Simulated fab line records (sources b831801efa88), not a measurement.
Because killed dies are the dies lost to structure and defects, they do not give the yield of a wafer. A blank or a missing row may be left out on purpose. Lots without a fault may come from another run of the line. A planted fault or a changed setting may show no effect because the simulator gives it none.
Chamber matching | flow gf180mcu | 4 sister chambers for GF_V5_CMP_26 on cmp-02
The step polishes, stops on SiO2, t overpolish 15 s, target thk 0 nm. 7 wafers are shown with their chamber, then 8 later ones without.

## WAFERS, EACH WITH ITS CHAMBER
wafer  | chamber | motor-current-A (A) | overpolish-run-s (s)
L271.4 | 0       | 11.4                | 14.998
L279.5 | 3       | 10.9                | 15.014
L279.6 | 2       | 10.4                | 14.996
L286.3 | 3       | 10.6                | 14.989
L286.5 | 2       | 10.6                | 15.009
L286.6 | 1       | 12.2                | 14.988
L288.1 | 1       | 12.3                | 14.994

## WAFERS WITH NO CHAMBER GIVEN
wafer  | motor-current-A (A) | overpolish-run-s (s)
L288.4 | 10.1                | 15.004
L288.5 | 11.8                | 15.000
L290.1 | 11.7                | 14.998
L290.3 | 10.4                | 14.999
L290.6 | 10.1                | 14.997
L291.1 | 11.7                | 15.007
L291.2 | 11.0                | 15.003
L291.3 | 10.4                | 15.004

## CHAMBER TAKEN BY EACH
wafer  | from the rows above          | in truth
L288.4 | can't be placed: 2 or 3      | 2
L288.5 | can't be placed: 0 or 1      | 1
L290.1 | can't be placed: 0 or 1      | 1
L290.3 | can't be placed: 2 or 3      | 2
L290.6 | can't be placed: 2 or 3      | 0
L291.1 | can't be placed: 0 or 1      | 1
L291.2 | can't be placed: 3 or 0 or 2 | 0
L291.3 | can't be placed: 2 or 3      | 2
Placed correctly: 0 of 8. Unplaceable from these rows: 8, with the true chamber sitting among the candidates in 7. 0 placed wrongly.
How it was worked out, from the rows above alone: a wafer's distance from a chamber is the root of the sum, over the readings, of the square of ((its reading less the chamber's mean) divided by the reading's scatter). If the next closest chamber is less than 2 further off than the closest, the wafer can't be placed; otherwise it belongs to the closest. The mean given for a chamber averages the wafers shown for that chamber. The scatter: the root of (the sum of the squares of (reading less its chamber's mean) over the shown wafers, divided by (wafers less chambers)).
